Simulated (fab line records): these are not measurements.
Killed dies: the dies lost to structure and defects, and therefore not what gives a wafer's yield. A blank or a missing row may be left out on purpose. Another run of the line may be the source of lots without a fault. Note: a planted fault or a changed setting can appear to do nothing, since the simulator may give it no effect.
Struck lot and sound lot, side by side / flow sky130 / 17 out of 708 route steps
Sound: these wafers, L757.1, L757.2, L757.5. Wafers L768.3, L768.4, L768.6 were the ones struck. The cause is given at the end.
Each step with rows lists, per side, the tool, then ch with its chambers, then its first start. Under that, the readings that differ: sound wafers / struck wafers / difference of the means / sigmas: that difference in standard deviations of wafers without a fault.
alike: readings whose means differ by less than 2 such deviations, and words and numbers that are the same on both sides. not compared: withheld readings, readings that some wafer has no value for, bounds like >300 that may hide the same value, and numbers for which the record gives no deviation and whose values overlap.
Wherever a step has rows on one side only, a row that says differs or no value, or a row with sigmas, the two part there. When numbers do not overlap yet have no deviation, they are printed without sigmas and do not part them. Lack of a reading on every wafer of one side parts them only where that side has two or more wafers.

SKY_METAL1_THK_MEAS_06: measures by xrf.
  sound on film-metro-03 at day 32 07:47; struck on film-metro-03 at day 35 13:53
  alike: METAL1_ALCU_THK
then, 8 steps without rows for these wafers: SKY_METAL1_DEHYDRATE_07 (time 60 s); SKY_METAL1_HMDS_08 (prime time 60 s); SKY_METAL1_COAT_09 (resist thk 60 nm); SKY_METAL1_COAT_10 (resist thk 450 nm); SKY_METAL1_SOFTBAKE_11 (time 90 s); SKY_METAL1_EXPOSE_12 (exposes mask MM1, target cd 140 nm); SKY_METAL1_PEB_13; SKY_METAL1_DEVELOP_14 (develop time 60 s).
SKY_METAL1_CD_MEAS_15: target cd 140 nm.
  sound on cd-sem-01 at day 33 10:40; struck on cd-sem-02 at day 36 15:38
  alike: cd-nm
SKY_METAL1_OVL_MEAS_16:
  sound on overlay-01 at day 33 10:47; struck on overlay-02 at day 36 15:44
  alike: METAL1_OVL
SKY_METAL1_DESCUM_17: chemistry O2, time 8 s.
  sound on rie-metal-04 ch 0,1, day 33 10:49; struck on rie-metal-03 ch 0,1, day 36 15:46
reading=oes-product-au (a.u.); sound=0.999 0.994 0.991; struck=1.025 0.999 1.021; difference=+0.020; sigmas=+2
  alike: drypump-motor-current-A, he-backside-leak-sccm
  not compared: rf-hours-counter-h
SKY_METAL1_ETCH_18: etches BARC in N2/H2, stops on SiO2, time 45.9 s, target depth 60 nm.
  sound on rie-metal-04 ch 0,1, day 33 10:51; struck on rie-metal-03 ch 0,1, day 36 15:49
reading=rf-fwd-power-W (W); sound=494.1 497.2 493.8; struck=695.8 698.2 697.6; difference=+202.2; sigmas=+99 or more
reading=model.KrF-thick_of_METAL1_COAT_10.thk-nm (nm); sound=394.1 393.7 393.4; struck=376.6 379.4 376.7; difference=-16.2; sigmas=
reading=model.METAL1.cd-nm (nm); sound=139.7 140.3 140.4; struck=134.7 136.1 135.2; difference=-4.8; sigmas=
  alike: drypump-motor-current-A, he-backside-leak-sccm, oes-product-au, throttle-valve-pct
  not compared: rf-hours-counter-h
SKY_METAL1_METAL_ETCH_19: etches the open film in Cl2/BCl3, stops on SiO2, target depth 360 nm, time 78 s.
  sound on rie-metal-04 ch 0,1, day 33 10:55; struck on rie-metal-03 ch 0,1, day 36 15:53
reading=model.KrF-thick_of_METAL1_COAT_10.thk-nm (nm); sound=160 157 161.9; struck=137.9 148.7 137.1; difference=-18.4; sigmas=
reading=model.METAL1.cd-nm (nm); sound=139.3 142.3 139; struck=136.7 138.3 137.1; difference=-2.8; sigmas=
  alike: drypump-motor-current-A, he-backside-leak-sccm, oes-product-au, rf-fwd-power-W, throttle-valve-pct
  not compared: rf-hours-counter-h
SKY_METAL1_STRIP_20: strips in O2/N2.
  sound on plasma-asher-03 ch 0,1, day 33 11:00; struck on plasma-asher-03 ch 0,1, day 36 15:59
reading=strip-time-to-endpoint-s (s); sound=2.72 2.67 2.73; struck=2.45 2.57 2.45; difference=-0.22; sigmas=-6
  alike: drypump-motor-current-A, oes-product-au
  not compared: rf-hours-counter-h
then, 1 step without rows for these wafers: SKY_METAL1_STRIP_21 (strips in post etch residue remover, time 1200 s).
-- the record jumps here: 12 days lie between the struck wafers' starts before and after (it left off in module METAL1 and takes up again in module PAD_OPEN, whose first step shown is number 708 of the route) --
SKY_PAD_OPEN_PROBE_99:
  the record has rows for the struck wafers here (prober-02, day 48 15:03) and none for the sound ones

WHERE THEY PART
Earliest at SKY_METAL1_DESCUM_17; latest, in this record, at SKY_PAD_OPEN_PROBE_99.

WHY: the cause the simulator had injected
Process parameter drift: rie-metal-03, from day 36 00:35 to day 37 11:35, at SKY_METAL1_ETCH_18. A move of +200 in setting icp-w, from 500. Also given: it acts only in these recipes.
